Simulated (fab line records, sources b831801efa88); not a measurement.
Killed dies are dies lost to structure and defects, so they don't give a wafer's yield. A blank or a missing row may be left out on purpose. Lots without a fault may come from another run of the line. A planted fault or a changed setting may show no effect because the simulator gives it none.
Tool commonality check | flow sky130 | 12 lots, 36 wafers sampled

WHY IT WAS OPENED
At SKY_SD_N_CD_MEAS_07 the reading cd_nm is flagged on 2 of 12 lots. Wafers without a fault read 379.6 nm, standard deviation 2.9.
Rule: a lot is flagged when every wafer of it that has a number lies more than 4 standard deviations from that mean, or none has a number. The other lots count as sound.

lot  | measured     | on        | cd_nm (nm), wafer by wafer | flag
L787 | day 29 17:53 | cd_sem-01 | 380.9 383.8 381.0          |
L788 | day 29 22:42 | cd_sem-02 | 378.0 381.7 380.8          |
L791 | day 30 05:17 | cd_sem-01 | 381.5 378.2 379.6          |
L790 | day 30 07:32 | cd_sem-02 | 377.1 376.2 375.6          |
L792 | day 30 15:41 | cd_sem-02 | 379.3 380.2 379.8          |
L794 | day 31 06:17 | cd_sem-01 | 376.8 374.2 373.6          |
L796 | day 31 10:26 | cd_sem-02 | 375.1 376.4 375.3          |
L797 | day 31 15:32 | cd_sem-01 | 381.9 382.7 382.2          |
L805 | day 34 04:53 | cd_sem-01 | 352.3 356.7 355.3          | FLAGGED
L806 | day 34 10:24 | cd_sem-02 | 357.5 356.4 353.8          | FLAGGED
L807 | day 35 01:32 | cd_sem-01 | 385.1 384.8 385.4          |
L808 | day 35 01:59 | cd_sem-02 | 383.1 380.4 380.2          |
The numbers of the flagged lots are 355.3 nm on average: -24.3 nm against the usual, or -8 standard deviations.

WHICH TOOL RAN EACH LOT
The record holds 3 process steps before the reading, out of a route of 708 steps. In each cell: the tool, then ch and the chambers that the sampled wafers went through, then the start.
lot  | flag    | SKY_LDD_HVN_STRIP_09                 | SKY_SD_P_SOFTBAKE_03              | SKY_SD_N_EXPOSE_04
L787 |         | plasma_asher-04 ch 0,1, day 22 12:04 | litho_track-01 ch 0, day 26 19:16 | iline_stepper-02 ch 0, day 29 04:40
L788 |         | plasma_asher-03 ch 1, day 22 12:22   | litho_track-01 ch 0, day 26 23:55 | iline_stepper-01 ch 0, day 29 09:17
L791 |         | plasma_asher-04 ch 0,1, day 22 21:59 | litho_track-02 ch 0, day 27 07:55 | iline_stepper-01 ch 0, day 29 15:37
L790 |         | plasma_asher-04 ch 0,1, day 22 22:37 | litho_track-02 ch 0, day 27 10:06 | iline_stepper-01 ch 0, day 29 17:23
L792 |         | plasma_asher-04 ch 0,1, day 23 03:59 | litho_track-04 ch 0, day 27 17:20 | iline_stepper-02 ch 0, day 30 02:30
L794 |         | plasma_asher-03 ch 0,1, day 23 23:14 | litho_track-04 ch 0, day 28 08:08 | iline_stepper-02 ch 0, day 30 16:22
L796 |         | plasma_asher-04 ch 0,1, day 24 04:52 | litho_track-04 ch 0, day 28 12:56 | iline_stepper-01 ch 0, day 30 20:06
L797 |         | plasma_asher-03 ch 0,1, day 24 11:34 | litho_track-04 ch 0, day 28 19:02 | iline_stepper-01 ch 0, day 31 01:45
L805 | FLAGGED | plasma_asher-04 ch 0,1, day 27 07:01 | litho_track-02 ch 0, day 31 10:45 | iline_stepper-02 ch 0, day 33 15:21
L806 | FLAGGED | plasma_asher-01 ch 0, day 27 11:25   | litho_track-02 ch 0, day 31 15:15 | iline_stepper-02 ch 0, day 33 21:05
L807 |         | plasma_asher-03 ch 0,1, day 28 01:35 | litho_track-02 ch 0, day 32 05:18 | iline_stepper-01 ch 0, day 34 12:28
L808 |         | plasma_asher-03 ch 0,1, day 28 06:05 | litho_track-02 ch 0, day 32 06:51 | iline_stepper-01 ch 0, day 34 12:53
What these steps do:
- SKY_LDD_HVN_STRIP_09: strips in O2/N2.
- SKY_SD_P_SOFTBAKE_03: time 62.55 s.
- SKY_SD_N_EXPOSE_04: exposes mask NSDM, target cd 380 nm.
- SKY_SD_N_CD_MEAS_07: target cd 380 nm.

FLAGGED OVER TOTAL, TOOL BY TOOL (the gauges that took the reading come last)
step                 | tool             | lots run | flagged | share of the flagged lots | sound lots run after its first flagged lot
SKY_LDD_HVN_STRIP_09 | plasma_asher-01  | 1        | 1       | some                      | 0
SKY_LDD_HVN_STRIP_09 | plasma_asher-03  | 5        | 0       | none                      | -
SKY_LDD_HVN_STRIP_09 | plasma_asher-04  | 6        | 1       | some                      | 0
SKY_SD_P_SOFTBAKE_03 | litho_track-01   | 2        | 0       | none                      | -
SKY_SD_P_SOFTBAKE_03 | litho_track-02   | 6        | 2       | all                       | 2 (L807,L808)
SKY_SD_P_SOFTBAKE_03 | litho_track-04   | 4        | 0       | none                      | -
SKY_SD_N_EXPOSE_04   | iline_stepper-01 | 7        | 0       | none                      | -
SKY_SD_N_EXPOSE_04   | iline_stepper-02 | 5        | 2       | all                       | 0
SKY_SD_N_CD_MEAS_07  | cd_sem-01        | 6        | 1       | some                      | 1 (L807)
SKY_SD_N_CD_MEAS_07  | cd_sem-02        | 6        | 1       | some                      | 1 (L808)

WHAT THE TABLE ALLOWS
2 rows of the table ran every flagged lot: litho_track-02 at SKY_SD_P_SOFTBAKE_03, iline_stepper-02 at SKY_SD_N_EXPOSE_04.
- litho_track-02 at SKY_SD_P_SOFTBAKE_03: 2 of its 6 lots flagged. Sound lots ran on it after the first flagged one (L807, L808), which a lasting fault on the whole tool wouldn't allow.
- iline_stepper-02 at SKY_SD_N_EXPOSE_04: 2 of its 5 lots flagged. Its last sound lot is L794 (day 30 16:22), its first flagged lot L805 (day 33 15:21): a fault that began between those two fits. Its own readings lie more than 4 standard deviations out on every wafer of the flagged lots: exposure_dose_mJ_cm2.
One tool is left: iline_stepper-02 at SKY_SD_N_EXPOSE_04.

WHAT THE SIMULATOR HAD PUT IN
Process parameter drift: iline_stepper-02, from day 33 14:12 on, at SKY_SD_N_EXPOSE_04. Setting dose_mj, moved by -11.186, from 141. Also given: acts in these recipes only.
Lots struck among those shown: L805, L806. The rule above found the same.
